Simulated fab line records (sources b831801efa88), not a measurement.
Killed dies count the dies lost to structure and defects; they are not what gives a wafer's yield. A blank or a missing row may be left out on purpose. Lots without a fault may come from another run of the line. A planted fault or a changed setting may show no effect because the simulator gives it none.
fab line records / flow sky130
record lots=14 wafers=42 lastDay=50
route steps=708 shown LDD_HVP@285 SD_N@345 LI_CONTACT@374
lots that met no fault: taken from a fault-free run of the same line
startH: start of the lot's first displayed wafer, in hours after the record's first day / waitH: hours since the lot's step before / " as in the row above / L1.1+2: a row that stands for several wafers / - no value present, or no start provided / * or withheld: withheld / < > ~ a bound
route shown NAME@n: NAME is a module with steps in the file, n the number in the route of the first one / usual: mean/standard deviation taken from wafers without a fault / same: alike in all rows / chamber/n: place in a boat / sites: each site's reading / _std_site: their standard deviation / _edge_site: the outer-site mean with the inner-site mean subtracted / radiusMm: for every site, how far away it sits from the centre of the wafer / mask NAME#n: copy n / behind: tool/chamber where the wafer was last shaped / hold: why the lot was held/for how many hours/how that ended / device: whichever transistor did not switch (one of n, p or np) / end of line: the tests these same wafers got at the end of their route / for a step that has no rows: nothing shown but its recipe / killed: count of dies lost to structure and defects at first sort (not the wafer's yield) / map: a wafer's dies, x killed, . not, _ none there
set.NAME: the setting the step ran with; set.NAME@STEP: the setting that earlier step ran with / model.NAME: the simulator's own value behind a step, which no gauge read
the route's steps for a sample of lots (tables are steps, rows are wafers)
services: a tool's chamber out of use, with start hour (startH, from the record's first day; less than 0 if before it), hours out, and reason
## steps
# step SKY_LDD_HVP_OVL_MEAS_07
# usual LDD_HVP_OVL=-1.0/1.5
lot.wafer=L652.2 tool=overlay-01 chamber=- startH=497.45 waitH=0.1 LDD_HVP_OVL[nm]=1.6
lot.wafer=L652.4 tool=overlay-01 chamber=- startH=497.45 waitH=0.1 LDD_HVP_OVL[nm]=1.4
lot.wafer=L652.5 tool=overlay-01 chamber=- startH=497.45 waitH=0.1 LDD_HVP_OVL[nm]=0.5
lot.wafer=L654.2 tool=overlay-01 chamber=- startH=509.59 waitH=0.1 LDD_HVP_OVL[nm]=0.0
lot.wafer=L654.4 tool=overlay-01 chamber=- startH=509.59 waitH=0.1 LDD_HVP_OVL[nm]=-2.8
lot.wafer=L654.5 tool=overlay-01 chamber=- startH=509.59 waitH=0.1 LDD_HVP_OVL[nm]=-1.0
lot.wafer=L653.2 tool=overlay-02 chamber=- startH=510.30 waitH=0.1 LDD_HVP_OVL[nm]=-2.3
lot.wafer=L653.5 tool=overlay-02 chamber=- startH=510.30 waitH=0.1 LDD_HVP_OVL[nm]=-2.0
lot.wafer=L653.6 tool=overlay-02 chamber=- startH=510.30 waitH=0.1 LDD_HVP_OVL[nm]=-1.8
lot.wafer=L656.2 tool=overlay-01 chamber=- startH=532.20 waitH=0.1 LDD_HVP_OVL[nm]=-1.1
lot.wafer=L656.4 tool=overlay-01 chamber=- startH=532.20 waitH=0.1 LDD_HVP_OVL[nm]=-1.0
lot.wafer=L656.6 tool=overlay-01 chamber=- startH=532.20 waitH=0.1 LDD_HVP_OVL[nm]=0.1
lot.wafer=L658.1 tool=overlay-02 chamber=- startH=546.73 waitH=0.1 LDD_HVP_OVL[nm]=0.2
lot.wafer=L658.2 tool=overlay-02 chamber=- startH=546.73 waitH=0.1 LDD_HVP_OVL[nm]=1.7
lot.wafer=L658.5 tool=overlay-02 chamber=- startH=546.73 waitH=0.1 LDD_HVP_OVL[nm]=0.0
lot.wafer=L659.1 tool=overlay-01 chamber=- startH=576.64 waitH=0.1 LDD_HVP_OVL[nm]=-2.5
lot.wafer=L659.2 tool=overlay-01 chamber=- startH=576.64 waitH=0.1 LDD_HVP_OVL[nm]=-3.2
lot.wafer=L659.6 tool=overlay-01 chamber=- startH=576.64 waitH=0.1 LDD_HVP_OVL[nm]=-2.1
lot.wafer=L660.1 tool=overlay-02 chamber=- startH=577.33 waitH=0.1 LDD_HVP_OVL[nm]=-0.5
lot.wafer=L660.4 tool=overlay-02 chamber=- startH=577.33 waitH=0.1 LDD_HVP_OVL[nm]=0.5
lot.wafer=L660.6 tool=overlay-02 chamber=- startH=577.33 waitH=0.1 LDD_HVP_OVL[nm]=-1.9
lot.wafer=L661.4 tool=overlay-01 chamber=- startH=588.85 waitH=0.1 LDD_HVP_OVL[nm]=-3.4
lot.wafer=L661.5 tool=overlay-01 chamber=- startH=588.85 waitH=0.1 LDD_HVP_OVL[nm]=-5.5
lot.wafer=L661.6 tool=overlay-01 chamber=- startH=588.85 waitH=0.1 LDD_HVP_OVL[nm]=-4.0
lot.wafer=L663.1 tool=overlay-01 chamber=- startH=606.34 waitH=0.1 LDD_HVP_OVL[nm]=-0.6
lot.wafer=L663.2 tool=overlay-01 chamber=- startH=606.34 waitH=0.1 LDD_HVP_OVL[nm]=0.3
lot.wafer=L663.6 tool=overlay-01 chamber=- startH=606.34 waitH=0.1 LDD_HVP_OVL[nm]=0.3
lot.wafer=L668.1 tool=overlay-02 chamber=- startH=655.08 waitH=0.1 LDD_HVP_OVL[nm]=-3.2
lot.wafer=L668.4 tool=overlay-02 chamber=- startH=655.08 waitH=0.1 LDD_HVP_OVL[nm]=-1.3
lot.wafer=L668.6 tool=overlay-02 chamber=- startH=655.08 waitH=0.1 LDD_HVP_OVL[nm]=-2.4
lot.wafer=L670.3 tool=overlay-02 chamber=- startH=667.00 waitH=0.1 LDD_HVP_OVL[nm]=-1.1
lot.wafer=L670.4 tool=overlay-02 chamber=- startH=667.00 waitH=0.1 LDD_HVP_OVL[nm]=-2.1
lot.wafer=L670.5 tool=overlay-02 chamber=- startH=667.00 waitH=0.1 LDD_HVP_OVL[nm]=-2.4
lot.wafer=L672.1 tool=overlay-01 chamber=- startH=667.28 waitH=0.1 LDD_HVP_OVL[nm]=-1.0
lot.wafer=L672.5 tool=overlay-01 chamber=- startH=667.28 waitH=0.1 LDD_HVP_OVL[nm]=-0.4
lot.wafer=L672.6 tool=overlay-01 chamber=- startH=667.28 waitH=0.1 LDD_HVP_OVL[nm]=0.1
lot.wafer=L674.2 tool=overlay-02 chamber=- startH=686.04 waitH=0.1 LDD_HVP_OVL[nm]=1.2
lot.wafer=L674.3 tool=overlay-02 chamber=- startH=686.04 waitH=0.1 LDD_HVP_OVL[nm]=-0.1
lot.wafer=L674.4 tool=overlay-02 chamber=- startH=686.04 waitH=0.1 LDD_HVP_OVL[nm]=-0.2
lot.wafer=L675.1 tool=overlay-01 chamber=- startH=687.09 waitH=0.1 LDD_HVP_OVL[nm]=-3.2
lot.wafer=L675.3 tool=overlay-01 chamber=- startH=687.09 waitH=0.1 LDD_HVP_OVL[nm]=-2.2
lot.wafer=L675.5 tool=overlay-01 chamber=- startH=687.09 waitH=0.1 LDD_HVP_OVL[nm]=-1.6
# step SKY_SD_N_SOFTBAKE_03
# recipe tempC=90 timeS=60 resist=NOVOLAK
# usual heaterPowerTotalW=56.60/0.047 plateTempC=89.99/0.13
# same timeS=60
lot.wafer=L652.2 tool=lithoTrack-04 chamber=0 startH=632.85 waitH=0.1 heaterPowerTotalW=56.55 plateTempC=89.97
lot.wafer=L652.4 tool=lithoTrack-04 chamber=0 startH=632.85 waitH=0.1 heaterPowerTotalW=56.61 plateTempC=89.88
lot.wafer=L652.5 tool=lithoTrack-04 chamber=0 startH=632.85 waitH=0.1 heaterPowerTotalW=56.59 plateTempC=89.99
lot.wafer=L654.2 tool=lithoTrack-01 chamber=0 startH=645.08 waitH=0.1 heaterPowerTotalW=56.57 plateTempC=89.99
lot.wafer=L654.4 tool=lithoTrack-01 chamber=0 startH=645.08 waitH=0.1 heaterPowerTotalW=56.53 plateTempC=90.06
lot.wafer=L654.5 tool=lithoTrack-01 chamber=0 startH=645.08 waitH=0.1 heaterPowerTotalW=56.65 plateTempC=90.10
lot.wafer=L653.2 tool=lithoTrack-02 chamber=0 startH=646.32 waitH=0.1 heaterPowerTotalW=56.59 plateTempC=89.99
lot.wafer=L653.5 tool=lithoTrack-02 chamber=0 startH=646.32 waitH=0.1 heaterPowerTotalW=56.65 plateTempC=89.95
lot.wafer=L653.6 tool=lithoTrack-02 chamber=0 startH=646.32 waitH=0.1 heaterPowerTotalW=56.63 plateTempC=89.93
lot.wafer=L656.2 tool=lithoTrack-04 chamber=0 startH=667.85 waitH=0.1 heaterPowerTotalW=56.70 plateTempC=90.02
lot.wafer=L656.4 tool=lithoTrack-04 chamber=0 startH=667.85 waitH=0.1 heaterPowerTotalW=56.52 plateTempC=90.06
lot.wafer=L656.6 tool=lithoTrack-04 chamber=0 startH=667.85 waitH=0.1 heaterPowerTotalW=56.65 plateTempC=90.03
lot.wafer=L658.1 tool=lithoTrack-02 chamber=0 startH=681.14 waitH=0.1 heaterPowerTotalW=56.68 plateTempC=90.15
lot.wafer=L658.2 tool=lithoTrack-02 chamber=0 startH=681.14 waitH=0.1 heaterPowerTotalW=56.55 plateTempC=90.28
lot.wafer=L658.5 tool=lithoTrack-02 chamber=0 startH=681.14 waitH=0.1 heaterPowerTotalW=56.58 plateTempC=90.20
lot.wafer=L659.1 tool=lithoTrack-02 chamber=0 startH=707.09 waitH=0.1 heaterPowerTotalW=56.66 plateTempC=90.00
lot.wafer=L659.2 tool=lithoTrack-02 chamber=0 startH=707.09 waitH=0.1 heaterPowerTotalW=56.61 plateTempC=90.04
lot.wafer=L659.6 tool=lithoTrack-02 chamber=0 startH=707.09 waitH=0.1 heaterPowerTotalW=56.52 plateTempC=89.97
lot.wafer=L660.1 tool=lithoTrack-02 chamber=0 startH=709.89 waitH=0.1 heaterPowerTotalW=56.63 plateTempC=90.00
lot.wafer=L660.4 tool=lithoTrack-02 chamber=0 startH=709.89 waitH=0.1 heaterPowerTotalW=56.67 plateTempC=90.16
lot.wafer=L660.6 tool=lithoTrack-02 chamber=0 startH=709.89 waitH=0.1 heaterPowerTotalW=56.60 plateTempC=90.12
lot.wafer=L661.4 tool=lithoTrack-04 chamber=0 startH=718.90 waitH=0.1 heaterPowerTotalW=56.55 plateTempC=89.76
lot.wafer=L661.5 tool=lithoTrack-04 chamber=0 startH=718.90 waitH=0.1 heaterPowerTotalW=56.55 plateTempC=89.92
lot.wafer=L661.6 tool=lithoTrack-04 chamber=0 startH=718.90 waitH=0.1 heaterPowerTotalW=56.62 plateTempC=89.68
lot.wafer=L663.1 tool=lithoTrack-02 chamber=0 startH=735.99 waitH=0.1 heaterPowerTotalW=56.58 plateTempC=89.80
lot.wafer=L663.2 tool=lithoTrack-02 chamber=0 startH=735.99 waitH=0.1 heaterPowerTotalW=56.59 plateTempC=89.83
lot.wafer=L663.6 tool=lithoTrack-02 chamber=0 startH=735.99 waitH=0.1 heaterPowerTotalW=56.57 plateTempC=89.80
lot.wafer=L668.1 tool=lithoTrack-02 chamber=0 startH=783.09 waitH=0.1 heaterPowerTotalW=57.42 plateTempC=90.95
lot.wafer=L668.4 tool=lithoTrack-02 chamber=0 startH=783.09 waitH=0.1 heaterPowerTotalW=57.48 plateTempC=90.88
lot.wafer=L668.6 tool=lithoTrack-02 chamber=0 startH=783.09 waitH=0.1 heaterPowerTotalW=57.43 plateTempC=90.96
lot.wafer=L670.3 tool=lithoTrack-02 chamber=0 startH=794.29 waitH=0.1 heaterPowerTotalW=57.44 plateTempC=91.15
lot.wafer=L670.4 tool=lithoTrack-02 chamber=0 startH=794.29 waitH=0.1 heaterPowerTotalW=57.42 plateTempC=91.10
lot.wafer=L670.5 tool=lithoTrack-02 chamber=0 startH=794.29 waitH=0.1 heaterPowerTotalW=57.47 plateTempC=91.06
lot.wafer=L672.1 tool=lithoTrack-01 chamber=0 startH=794.51 waitH=0.1 heaterPowerTotalW=56.60 plateTempC=90.06
lot.wafer=L672.5 tool=lithoTrack-01 chamber=0 startH=794.51 waitH=0.1 heaterPowerTotalW=56.58 plateTempC=90.28
lot.wafer=L672.6 tool=lithoTrack-01 chamber=0 startH=794.51 waitH=0.1 heaterPowerTotalW=56.56 plateTempC=90.11
lot.wafer=L674.2 tool=lithoTrack-04 chamber=0 startH=811.55 waitH=0.1 heaterPowerTotalW=56.66 plateTempC=89.89
lot.wafer=L674.3 tool=lithoTrack-04 chamber=0 startH=811.55 waitH=0.1 heaterPowerTotalW=56.61 plateTempC=89.90
lot.wafer=L674.4 tool=lithoTrack-04 chamber=0 startH=811.55 waitH=0.1 heaterPowerTotalW=56.70 plateTempC=89.93
lot.wafer=L675.1 tool=lithoTrack-04 chamber=0 startH=812.13 waitH=0.1 heaterPowerTotalW=56.60 plateTempC=90.08
lot.wafer=L675.3 tool=lithoTrack-04 chamber=0 startH=812.13 waitH=0.1 heaterPowerTotalW=56.55 plateTempC=90.04
lot.wafer=L675.5 tool=lithoTrack-04 chamber=0 startH=812.13 waitH=0.1 heaterPowerTotalW=56.61 plateTempC=89.90
# step SKY_LI_CONTACT_CD_MEAS_12
# recipe targetCdNm=170
# usual cdNm=169.7/1.2
lot.wafer=L652.2 tool=cdSem-01 chamber=- startH=677.00 waitH=- cdNm=169.9
lot.wafer=L652.4 tool=cdSem-01 chamber=- startH=677.00 waitH=- cdNm=168.2
lot.wafer=L652.5 tool=cdSem-01 chamber=- startH=677.00 waitH=- cdNm=168.3
lot.wafer=L654.2 tool=cdSem-01 chamber=- startH=688.43 waitH=- cdNm=168.6
lot.wafer=L654.4 tool=cdSem-01 chamber=- startH=688.43 waitH=- cdNm=169.8
lot.wafer=L654.5 tool=cdSem-01 chamber=- startH=688.43 waitH=- cdNm=168.4
lot.wafer=L653.2 tool=cdSem-02 chamber=- startH=690.25 waitH=- cdNm=169.8
lot.wafer=L653.5 tool=cdSem-02 chamber=- startH=690.25 waitH=- cdNm=170.5
lot.wafer=L653.6 tool=cdSem-02 chamber=- startH=690.25 waitH=- cdNm=169.8
lot.wafer=L656.2 tool=cdSem-01 chamber=- startH=711.48 waitH=- cdNm=169.9
lot.wafer=L656.4 tool=cdSem-01 chamber=- startH=711.48 waitH=- cdNm=169.2
lot.wafer=L656.6 tool=cdSem-01 chamber=- startH=711.48 waitH=- cdNm=167.7
lot.wafer=L658.1 tool=cdSem-01 chamber=- startH=723.41 waitH=- cdNm=170.3
lot.wafer=L658.2 tool=cdSem-01 chamber=- startH=723.41 waitH=- cdNm=170.9
lot.wafer=L658.5 tool=cdSem-01 chamber=- startH=723.41 waitH=- cdNm=172.3
lot.wafer=L659.1 tool=cdSem-01 chamber=- startH=750.38 waitH=- cdNm=168.7
lot.wafer=L659.2 tool=cdSem-01 chamber=- startH=750.38 waitH=- cdNm=169.6
lot.wafer=L659.6 tool=cdSem-01 chamber=- startH=750.38 waitH=- cdNm=168.9
lot.wafer=L660.1 tool=cdSem-01 chamber=- startH=752.28 waitH=- cdNm=168.2
lot.wafer=L660.4 tool=cdSem-01 chamber=- startH=752.28 waitH=- cdNm=168.4
lot.wafer=L660.6 tool=cdSem-01 chamber=- startH=752.28 waitH=- cdNm=169.4
lot.wafer=L661.4 tool=cdSem-01 chamber=- startH=761.72 waitH=- cdNm=170.1
lot.wafer=L661.5 tool=cdSem-01 chamber=- startH=761.72 waitH=- cdNm=171.5
lot.wafer=L661.6 tool=cdSem-01 chamber=- startH=761.72 waitH=- cdNm=169.9
lot.wafer=L663.1 tool=cdSem-02 chamber=- startH=778.13 waitH=- cdNm=169.8
lot.wafer=L663.2 tool=cdSem-02 chamber=- startH=778.13 waitH=- cdNm=170.5
lot.wafer=L663.6 tool=cdSem-02 chamber=- startH=778.13 waitH=- cdNm=169.0
lot.wafer=L668.1 tool=cdSem-02 chamber=- startH=824.18 waitH=- cdNm=171.3
lot.wafer=L668.4 tool=cdSem-02 chamber=- startH=824.18 waitH=- cdNm=170.1
lot.wafer=L668.6 tool=cdSem-02 chamber=- startH=824.18 waitH=- cdNm=169.6
lot.wafer=L670.3 tool=cdSem-01 chamber=- startH=835.65 waitH=- cdNm=168.7
lot.wafer=L670.4 tool=cdSem-01 chamber=- startH=835.65 waitH=- cdNm=169.0
lot.wafer=L670.5 tool=cdSem-01 chamber=- startH=835.65 waitH=- cdNm=170.8
lot.wafer=L672.1 tool=cdSem-02 chamber=- startH=835.96 waitH=- cdNm=169.9
lot.wafer=L672.5 tool=cdSem-02 chamber=- startH=835.96 waitH=- cdNm=170.8
lot.wafer=L672.6 tool=cdSem-02 chamber=- startH=835.96 waitH=- cdNm=168.6
lot.wafer=L674.2 tool=cdSem-01 chamber=- startH=852.30 waitH=- cdNm=168.6
lot.wafer=L674.3 tool=cdSem-01 chamber=- startH=852.30 waitH=- cdNm=169.7
lot.wafer=L674.4 tool=cdSem-01 chamber=- startH=852.30 waitH=- cdNm=169.3
lot.wafer=L675.1 tool=cdSem-02 chamber=- startH=853.23 waitH=- cdNm=170.1
lot.wafer=L675.3 tool=cdSem-02 chamber=- startH=853.23 waitH=- cdNm=171.3
lot.wafer=L675.5 tool=cdSem-02 chamber=- startH=853.23 waitH=- cdNm=171.2
# step SKY_LI_CONTACT_SPUTTER_20
# recipe material=TiN targetThkNm=20 chamberPressurePa=5 powerW=4000 timeS=80
# usual throttleValvePct=29.7/0.87
# same timeS=80
lot.wafer=L652.2 tool=pvdSputter-03 chamber=- startH=677.63 waitH=0.0 throttleValvePct=28.9
lot.wafer=L652.4 tool=pvdSputter-03 chamber=- startH=677.63 waitH=0.0 throttleValvePct=29.1
lot.wafer=L652.5 tool=pvdSputter-03 chamber=- startH=677.63 waitH=0.0 throttleValvePct=29.3
lot.wafer=L654.2 tool=pvdSputter-03 chamber=- startH=689.06 waitH=0.0 throttleValvePct=30.7
lot.wafer=L654.4 tool=pvdSputter-03 chamber=- startH=689.06 waitH=0.0 throttleValvePct=30.0
lot.wafer=L654.5 tool=pvdSputter-03 chamber=- startH=689.06 waitH=0.0 throttleValvePct=29.2
lot.wafer=L653.2 tool=pvdSputter-04 chamber=- startH=690.89 waitH=0.0 throttleValvePct=28.3
lot.wafer=L653.5 tool=pvdSputter-04 chamber=- startH=690.89 waitH=0.0 throttleValvePct=30.9
lot.wafer=L653.6 tool=pvdSputter-04 chamber=- startH=690.89 waitH=0.0 throttleValvePct=30.9
lot.wafer=L656.2 tool=pvdSputter-02 chamber=- startH=712.11 waitH=0.0 throttleValvePct=28.9
lot.wafer=L656.4 tool=pvdSputter-02 chamber=- startH=712.11 waitH=0.0 throttleValvePct=30.0
lot.wafer=L656.6 tool=pvdSputter-02 chamber=- startH=712.11 waitH=0.0 throttleValvePct=29.1
lot.wafer=L658.1 tool=pvdSputter-03 chamber=- startH=724.06 waitH=0.0 throttleValvePct=29.7
lot.wafer=L658.2 tool=pvdSputter-03 chamber=- startH=724.06 waitH=0.0 throttleValvePct=30.8
lot.wafer=L658.5 tool=pvdSputter-03 chamber=- startH=724.06 waitH=0.0 throttleValvePct=29.2
lot.wafer=L659.1 tool=pvdSputter-03 chamber=- startH=751.04 waitH=0.0 throttleValvePct=29.1
lot.wafer=L659.2 tool=pvdSputter-03 chamber=- startH=751.04 waitH=0.0 throttleValvePct=29.8
lot.wafer=L659.6 tool=pvdSputter-03 chamber=- startH=751.04 waitH=0.0 throttleValvePct=29.2
lot.wafer=L660.1 tool=pvdSputter-03 chamber=- startH=752.93 waitH=0.0 throttleValvePct=29.7
lot.wafer=L660.4 tool=pvdSputter-03 chamber=- startH=752.93 waitH=0.0 throttleValvePct=30.6
lot.wafer=L660.6 tool=pvdSputter-03 chamber=- startH=752.93 waitH=0.0 throttleValvePct=29.2
lot.wafer=L661.4 tool=pvdSputter-04 chamber=- startH=762.33 waitH=0.0 throttleValvePct=31.0
lot.wafer=L661.5 tool=pvdSputter-04 chamber=- startH=762.33 waitH=0.0 throttleValvePct=31.1
lot.wafer=L661.6 tool=pvdSputter-04 chamber=- startH=762.33 waitH=0.0 throttleValvePct=31.1
lot.wafer=L663.1 tool=pvdSputter-03 chamber=- startH=778.80 waitH=0.0 throttleValvePct=29.2
lot.wafer=L663.2 tool=pvdSputter-03 chamber=- startH=778.80 waitH=0.0 throttleValvePct=29.9
lot.wafer=L663.6 tool=pvdSputter-03 chamber=- startH=778.80 waitH=0.0 throttleValvePct=29.1
lot.wafer=L668.1 tool=pvdSputter-02 chamber=- startH=824.85 waitH=0.0 throttleValvePct=29.4
lot.wafer=L668.4 tool=pvdSputter-02 chamber=- startH=824.85 waitH=0.0 throttleValvePct=29.8
lot.wafer=L668.6 tool=pvdSputter-02 chamber=- startH=824.85 waitH=0.0 throttleValvePct=29.8
lot.wafer=L670.3 tool=pvdSputter-02 chamber=- startH=836.26 waitH=0.0 throttleValvePct=29.7
lot.wafer=L670.4 tool=pvdSputter-02 chamber=- startH=836.26 waitH=0.0 throttleValvePct=29.2
lot.wafer=L670.5 tool=pvdSputter-02 chamber=- startH=836.26 waitH=0.0 throttleValvePct=28.7
lot.wafer=L672.1 tool=pvdSputter-04 chamber=- startH=836.61 waitH=0.0 throttleValvePct=31.1
lot.wafer=L672.5 tool=pvdSputter-04 chamber=- startH=836.61 waitH=0.0 throttleValvePct=28.1
lot.wafer=L672.6 tool=pvdSputter-04 chamber=- startH=836.61 waitH=0.0 throttleValvePct=29.9
lot.wafer=L674.2 tool=pvdSputter-03 chamber=- startH=852.93 waitH=0.0 throttleValvePct=30.6
lot.wafer=L674.3 tool=pvdSputter-03 chamber=- startH=852.93 waitH=0.0 throttleValvePct=29.9
lot.wafer=L674.4 tool=pvdSputter-03 chamber=- startH=852.93 waitH=0.0 throttleValvePct=29.2
lot.wafer=L675.1 tool=pvdSputter-04 chamber=- startH=853.90 waitH=0.0 throttleValvePct=30.9
lot.wafer=L675.3 tool=pvdSputter-04 chamber=- startH=853.90 waitH=0.0 throttleValvePct=31.2
lot.wafer=L675.5 tool=pvdSputter-04 chamber=- startH=853.90 waitH=0.0 throttleValvePct=30.3
## services
tool=pvdSputter-04 chamber=- startH=652.24 hours=1.1 kind=repair
tool=pvdSputter-03 chamber=- startH=655.11 hours=0.8 kind=repair
tool=pvdSputter-03 chamber=- startH=710.50 hours=0.7 kind=repair
tool=pvdSputter-02 chamber=- startH=716.50 hours=4.4 kind=repair
tool=pvdSputter-04 chamber=- startH=806.81 hours=2.7 kind=repair
tool=pvdSputter-03 chamber=- startH=848.06 hours=4.5 kind=repair
## key
firstSign step=SKY_SD_N_SOFTBAKE_03 reading=heaterPowerTotalW direction=up sigmas=18 usual=* struck=*
effect step=SKY_SD_N_SOFTBAKE_03 reading=plateTempC direction=up sigmas=7.6 usual=* struck=*
metAt SKY_SD_N_SOFTBAKE_03
struckLots L668,L670
testerLeftOut L668,L670
notActingAt SKY_LDD_HVP_OVL_MEAS_07,SKY_LI_CONTACT_CD_MEAS_12,SKY_LI_CONTACT_SPUTTER_20
onsetBetween 735.99 783.09
fault kind=processParameterDrift tool=lithoTrack-02 chamber=- onsetH=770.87 steps=SKY_SD_N_SOFTBAKE_03 channel=tempC offset=* shape=step endH=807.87 actsIn=* stated=*
# testerLeftOut: of these lots the tester's yield and bins aren't shown, on N5 and GAA mostly nor the transistor test; their killed dies are dies lost to structure and defects alone, not to doping, threshold or leakage, so they don't give the yield
